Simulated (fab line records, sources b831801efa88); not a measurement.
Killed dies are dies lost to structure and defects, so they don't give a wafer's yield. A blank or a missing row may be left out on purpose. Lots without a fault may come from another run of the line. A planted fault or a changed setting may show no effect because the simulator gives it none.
fab line records | flow sky130
record lots=11 wafers=33 last_day=50
route steps=708 shown FIELD_ISO@2 PWDE@84 SD_P@330 CONTACT@406
lots that met no fault: from a run of the same line without faults
start_h: hours from the record's first day to the start of the lot's first wafer shown | wait_h: hours since the lot's step before | " the same as in the row above | L1.1+2: a row that stands for several wafers | - no value, or no start given | * or withheld: withheld | < > ~ a bound
route shown NAME@n: a module of which the file shows steps, and the number in the route of the first | usual: mean/standard deviation of fault-free wafers | same: alike in all rows | chamber/n: place in a boat | sites: the reading at each site | _std_site: their standard deviation | _edge_site: outer sites' mean less inner sites' | radius_mm: how far each site lies from the wafer's centre | mask NAME#n: copy n | behind: the tool/chamber that last shaped the wafer | hold: why the lot was held/for how many hours/how that ended | device: the transistor (n, p or np) that didn't switch | end of line: the same wafers' tests at the end of the route | a step without rows: its recipe alone | killed: dies lost to structure and defects at the first sort, not the wafer's yield | map: a wafer's dies, x killed, . not, _ none there
set.NAME: the setting as run; set.NAME@STEP: as run at that earlier step | model.NAME: the simulator's own value behind a step, which no gauge read
steps of the route over a sample of lots; a table a step, a row a wafer
services: from which hour (start_h, from the record's first day; less than 0 if before it) a tool's chamber was out of use, for how many hours, and why
## steps
# step SKY_FIELD_ISO_OXIDATION_01
# recipe temp_c=900 ambient=O2 stabilise_s=600 purge_s=300 target_thk_a=120 ox_time_s=1843
# usual spike_tc_bottom_C=918.7/1.1 spike_tc_centre_C=900.0/1.1 spike_tc_lower_C=899.8/1 spike_tc_top_C=912/4.9 spike_tc_upper_C=899.6/1.1 tube_center_temp_C=900/0.077 tube_center_temp_C_max=902.3/0.33 zone_power_bottom_pct=26.2/0.72 zone_power_centre_pct=19.2/0.61 zone_power_top_pct=36.8/0.48 zone_power_upper_pct=18.9/1.1
# columns lot.wafer tool chamber start_h wait_h spike_tc_bottom_C spike_tc_centre_C spike_tc_lower_C spike_tc_top_C spike_tc_upper_C tube_center_temp_C tube_center_temp_C_max zone_power_bottom_pct zone_power_centre_pct zone_power_top_pct zone_power_upper_pct
L979.1 furnace-02 0 15.93 0.9 918.4 900.6 899.4 918 899.8 899.97 902.0 25.2 18.8 36.6 17.7
L979.4 " 0 " " 918.8 901.3 899.4 914 900.7 900.05 902.5 25.5 18.5 37.0 17.8
L979.5 " 0 " " 917.0 900.8 899.8 915 898.6 899.99 902.4 24.9 18.8 37.7 17.8
L980.1 furnace-01 0 20.12 0.1 919.5 898.0 898.5 906 899.2 900.07 902.3 27.0 19.9 36.6 20.0
L980.3 " 0 " " 919.1 898.4 899.2 907 899.6 900 902.3 27.0 19.9 36.0 20.1
L980.4 " 0 " " 917.5 899.3 900.0 906 899.6 899.99 902.3 27.0 19.9 36.4 19.9
L981.1 furnace-02 0 25.12 0.1 918.0 900.7 899.5 918 899.1 899.89 902.3 25.9 18.8 36.6 17.9
L981.4 " 0 " " 920.3 899.3 900.2 916 899.5 900.02 902.3 25.5 18.7 37.8 17.9
L981.6 " 0 " " 919.2 899.6 901.5 916 901.3 900.05 902.9 25.6 18.8 37.1 17.6
L984.2 furnace-02 0 42.21 2.2 917.9 899.9 899.6 916 899.4 899.97 902.3 25.6 18.4 37.0 18.1
L984.3 " 0 " " 916.2 900.4 897.6 916 899.6 900.01 902.1 26.1 18.6 36.9 17.6
L984.6 " 0 " " 918.2 902.1 899.6 916 900.1 900.09 902.3 25.9 18.5 37.6 17.7
L985.2 furnace-01 0 45.27 0.2 917.3 901.5 900.6 906 899.7 900.03 902.6 26.4 20.2 36.9 19.9
L985.5 " 0 " " 919.0 898.7 897.7 906 901.1 900.14 902.9 27.0 20.0 36.3 19.9
L985.6 " 0 " " 919.4 899.3 900.1 904 897.8 899.96 902.9 26.7 19.8 36.9 20.0
L993.1 furnace-01 0 85.12 0.1 961.7 946.0 942.9 950 942.6 944.5 947.3 30.1 21.8 39.7 22.4
L993.4 " 0 " " 964.4 944.2 944.3 951 944.0 944.55 946.9 30.1 22.1 39.2 22.6
L993.6 " 0 " " 963.7 942.9 945.5 951 945.7 944.53 946.9 30.5 22.4 39.4 22.6
L994.1 furnace-01 0 90.12 0.1 964.6 944.9 943.0 951 946.0 944.55 947.1 30.5 22.2 40.0 22.5
L994.3 " 0 " " 962.6 944.5 945.6 953 944.7 944.6 947.3 30.0 22.5 40.0 22.7
L994.6 " 0 " " 964.3 944.7 945.0 952 944.6 944.39 946.6 30.1 22.0 39.4 22.4
L996.1 furnace-02 0 100.12 0.1 919.5 900.5 901.2 915 902.1 899.9 902.1 25.6 18.9 37.6 17.8
L996.2 " 0 " " 918.4 898.9 898.4 916 901.5 899.99 902.7 25.5 18.7 37.1 17.6
L996.6 " 0 " " 920.2 899.3 897.7 916 898.9 899.97 902.5 25.6 18.5 37.1 17.8
L997.2 furnace-02 0 105.12 0.1 918.8 900.6 901.2 916 899.3 899.97 901.8 25.6 18.7 36.8 17.9
L997.3 " 0 " " 917.1 900.8 899.0 916 901.7 900.06 902.2 25.5 18.6 37.2 17.6
L997.4 " 0 " " 919.0 899.3 899.7 916 899.6 899.95 902.0 25.4 18.4 36.8 18.0
L999.1 furnace-02 0 117.59 2.6 918.8 900.5 899.3 917 900.4 900.04 901.9 25.8 18.7 37.7 18.0
L999.4 " 0 " " 918.4 899.5 899.7 914 899.6 900.16 902.4 25.5 18.6 37.7 17.8
L999.5 " 0 " " 920.1 900.0 901.1 917 900.4 900.02 902.1 25.5 18.8 37.6 18.0
L100.2 furnace-02 0 122.02 2.0 918.1 901.7 899.2 917 899.3 899.93 902.5 25.5 18.8 37.1 17.9
L100.5 " 0 " " 920.9 900.3 899.6 918 898.5 899.95 902.6 26.1 18.5 37.0 17.3
L100.6 " 0 " " 918.0 898.6 898.1 917 898.4 900.01 902.2 25.7 18.6 37.3 17.8
# step SKY_FIELD_ISO_THK_MEAS_02
# recipe reads=SiO2_of_FIELD_ISO_OXIDATION_01
# usual FIELD_ISO_OXIDATION_00_THK=12.09/0.25
# columns lot.wafer tool chamber start_h wait_h FIELD_ISO_OXIDATION_00_THK[nm]
L979.1 film_metro-03 - 17.45 0.0 11.94
L979.4 " - " " 11.77
L979.5 " - " " 11.80
L980.1 film_metro-04 - 21.63 0.0 12.11
L980.3 " - " " 12.10
L980.4 " - " " 12.26
L981.1 film_metro-04 - 26.63 0.0 12.28
L981.4 " - " " 12.20
L981.6 " - " " 12.28
L984.2 film_metro-03 - 43.74 0.0 12.56
L984.3 " - " " 12.62
L984.6 " - " " 12.47
L985.2 film_metro-03 - 46.80 0.0 12.00
L985.5 " - " " 12.14
L985.6 " - " " 11.99
L993.1 film_metro-03 - 86.63 0.0 18.84
L993.4 " - " " 18.80
L993.6 " - " " 18.85
L994.1 film_metro-04 - 91.63 0.0 18.98
L994.3 " - " " 18.93
L994.6 " - " " 18.78
L996.1 film_metro-03 - 101.64 0.0 12.22
L996.2 " - " " 12.05
L996.6 " - " " 12.17
L997.2 film_metro-02 - 106.64 0.0 12.31
L997.3 " - " " 12.05
L997.4 " - " " 12.22
L999.1 film_metro-03 - 119.10 0.0 11.82
L999.4 " - " " 11.94
L999.5 " - " " 12.06
L100.2 film_metro-04 - 123.55 0.0 11.85
L100.5 " - " " 12.03
L100.6 " - " " 11.88
# step SKY_NWELL_RS_MEAS_31
# recipe thk_meas_gauge=four-point-probe
# usual PWDE_RS=5263/18
# columns lot.wafer tool chamber start_h wait_h PWDE_RS[ohm/sq]
L979.1 film_metro-02 - 111.96 0.1 5261
L979.4 " - " " 5246
L979.5 " - " " 5245
L980.1 film_metro-02 - 120.06 0.1 5265
L980.3 " - " " 5271
L980.4 " - " " 5255
L981.1 film_metro-01 - 121.65 0.1 5251
L981.4 " - " " 5273
L981.6 " - " " 5276
L984.2 film_metro-01 - 142.60 0.1 5257
L984.3 " - " " 5255
L984.6 " - " " 5273
L985.2 film_metro-02 - 146.15 0.1 5229
L985.5 " - " " 5252
L985.6 " - " " 5240
L993.1 film_metro-04 - 198.33 0.1 5250
L993.4 " - " " 5259
L993.6 " - " " 5269
L994.1 film_metro-01 - 202.36 0.1 5270
L994.3 " - " " 5268
L994.6 " - " " 5253
L996.1 film_metro-02 - 216.68 0.1 5284
L996.2 " - " " 5274
L996.6 " - " " 5276
L997.2 film_metro-04 - 218.53 0.1 5268
L997.3 " - " " 5280
L997.4 " - " " 5268
L999.1 film_metro-02 - 230.60 0.1 5257
L999.4 " - " " 5272
L999.5 " - " " 5273
L100.2 film_metro-04 - 240.72 0.1 5263
L100.5 " - " " 5249
L100.6 " - " " 5262
# step SKY_SD_P_STRIP_10
# recipe chemistry=O2/N2 power_w=1400 pressure_mtorr=1500 platen_temp_c=withheld o2_flow_sccm=3000 n2_flow_sccm=300 overash_fraction=0.5
# usual drypump_motor_current_A=5.5/0.36 oes_product_au=0.617/0.0044 strip_time_to_endpoint_s=17.49/0.037
# columns lot.wafer tool chamber start_h wait_h drypump_motor_current_A oes_product_au rf_hours_counter_h strip_time_to_endpoint_s
L979.1 plasma_asher-01 1 595.23 0.1 5.9 0.617 47 17.47
L979.4 " 1 " " 5.9 0.616 - 17.48
L979.5 " 1 " " 5.9 0.617 - 17.46
L980.1 plasma_asher-03 1 607.66 0.1 5.6 0.614 16 17.47
L980.3 " 1 " " 5.6 0.620 - 17.46
L980.4 " 0 " " 5.4 0.623 - 17.49
L981.1 plasma_asher-04 1 618.46 0.1 5.0 0.619 80 17.51
L981.4 " 1 " " 4.9 0.621 - 17.53
L981.6 " 0 " " 5.5 0.617 - 17.50
L984.2 plasma_asher-01 0 636.99 0.1 6.1 0.612 51 17.55
L984.3 " 0 " " 6.0 0.618 - 17.50
L984.6 " 1 " " 5.9 0.621 - 17.51
L985.2 plasma_asher-01 0 646.39 0.1 6.1 0.618 52 17.50
L985.5 " 0 " " 6.1 0.613 - 17.47
L985.6 " 1 " " 5.9 0.613 - 17.53
L993.1 plasma_asher-04 0 717.88 0.1 5.4 0.616 89 17.44
L993.4 " 1 " " 4.9 0.629 - 17.46
L993.6 " 0 " " 5.4 0.625 - 17.47
L994.1 plasma_asher-04 0 722.08 0.1 5.4 0.615 90 17.48
L994.3 " 0 " " 5.4 0.615 - 17.49
L994.6 " 0 " " 5.4 0.614 - 17.46
L996.1 plasma_asher-04 0 740.13 0.1 5.4 0.624 92 17.52
L996.2 " 1 " " 5.0 0.608 92 17.53
L996.6 " 1 " " 4.9 0.621 - 17.49
L997.2 plasma_asher-03 0 741.66 0.1 5.3 0.621 30 17.45
L997.3 " 1 " " 5.6 0.613 - 17.44
L997.4 " 0 " " 5.3 0.616 - 17.47
L999.1 plasma_asher-03 0 757.26 0.1 5.4 0.617 32 17.51
L999.4 " 0 " " 5.3 0.619 - 17.53
L999.5 " 0 " " 5.4 0.621 - 17.48
L100.2 plasma_asher-03 0 764.81 0.1 5.4 0.614 33 17.46
L100.5 " 1 " " 5.6 0.614 - 17.47
L100.6 " 0 " " 5.4 0.610 - 17.50
# step SKY_CONTACT_CVD_00
# recipe material=Si3N4 target_thk_nm=75 temp_c=400 time_s=withheld rf_w=450
# usual heater_power_w=742/100
# columns lot.wafer tool chamber start_h wait_h heater_power_w
L979.1 pecvd-02 2 714.37 0.0 810
L979.4 " 2 " " 797
L979.5 " 2 " " 803
L980.1 pecvd-04 1 725.43 0.0 744
L980.3 " 0 " " 849
L980.4 " 1 " " 730
L981.1 pecvd-02 1 735.48 0.0 608
L981.4 " 2 " " 713
L981.6 " 0 " " 648
L984.2 pecvd-04 2 752.50 0.0 967
L984.3 " 0 " " 820
L984.6 " 0 " " 827
L985.2 pecvd-02 2 762.26 0.0 797
L985.5 " 1 " " 539
L985.6 " 0 " " 642
L993.1 pecvd-01 2 830.65 0.0 735
L993.4 " 1 " " 723
L993.6 " 2 " " 742
L994.1 pecvd-02 0 834.13 0.0 679
L994.3 " 1 " " 622
L994.6 " 0 " " 704
L996.1 pecvd-02 1 853.14 0.0 650
L996.2 " 0 " " 710
L996.6 " 0 " " 709
L997.2 pecvd-04 0 854.11 0.0 760
L997.3 " 2 " " 884
L997.4 " 0 " " 767
L999.1 pecvd-01 0 870.21 0.0 815
L999.4 " 0 " " 799
L999.5 " 2 " " 612
L100.2 pecvd-01 1 874.99 0.0 656
L100.5 " 2 " " 649
L100.6 " 1 " " 677
## services
# columns tool chamber start_h hours kind
furnace-02 - 141.07 3.0 pm
furnace-02 - 155.39 10.0 repair
pecvd-02 1 159.54 4.3 repair
furnace-02 - 165.40 2.9 pm
pecvd-02 - 186.20 0.6 repair
furnace-02 - 199.08 13.0 repair
furnace-02 - 212.09 4.1 pm
furnace-02 - 374.06 4.1 pm
furnace-02 - 423.25 3.9 pm
pecvd-02 2 446.37 6.0 repair
pecvd-02 2 513.59 19.8 repair
furnace-02 - 542.27 4.4 pm
pecvd-02 - 573.19 2.8 pm
pecvd-02 - 587.85 1.0 repair
furnace-02 - 594.79 8.5 pm
furnace-02 - 614.35 45.9 pm
pecvd-02 - 623.39 0.3 repair
pecvd-02 - 627.83 5.5 pm
pecvd-02 - 687.05 14.6 pm
furnace-02 - 700.59 17.1 pm
pecvd-02 1 711.52 6.5 repair
furnace-02 - 717.67 3.4 pm
furnace-02 - 721.07 2.9 pm
pecvd-02 - 769.04 1.0 repair
## key
first_sign step=SKY_FIELD_ISO_OXIDATION_01 reading=tube_center_temp_C direction=up sigmas=99+ usual=* struck=*
effect step=SKY_FIELD_ISO_OXIDATION_01 reading=tube_center_temp_C_max direction=up sigmas=99+ usual=* struck=*
effect step=SKY_FIELD_ISO_THK_MEAS_02 reading=FIELD_ISO_OXIDATION_00_THK direction=up sigmas=27 usual=12.09 struck=18.86
met_at SKY_FIELD_ISO_OXIDATION_01
struck_lots L993,L994
tester_left_out L993,L994
not_acting_at SKY_NWELL_RS_MEAS_31,SKY_SD_P_STRIP_10,SKY_CONTACT_CVD_00
onset_between 45.27 85.12
fault kind=process_parameter_drift tool=furnace-01 chamber=- onset_h=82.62 steps=SKY_FIELD_ISO_OXIDATION_01 channel=temp_c offset=* shape=step end_h=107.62 acts_in=* stated=*
# tester_left_out: of these lots the tester's yield and bins aren't shown, on N5 and GAA mostly nor the transistor test; their killed dies are dies lost to structure and defects alone, not to doping, threshold or leakage, so they don't give the yield
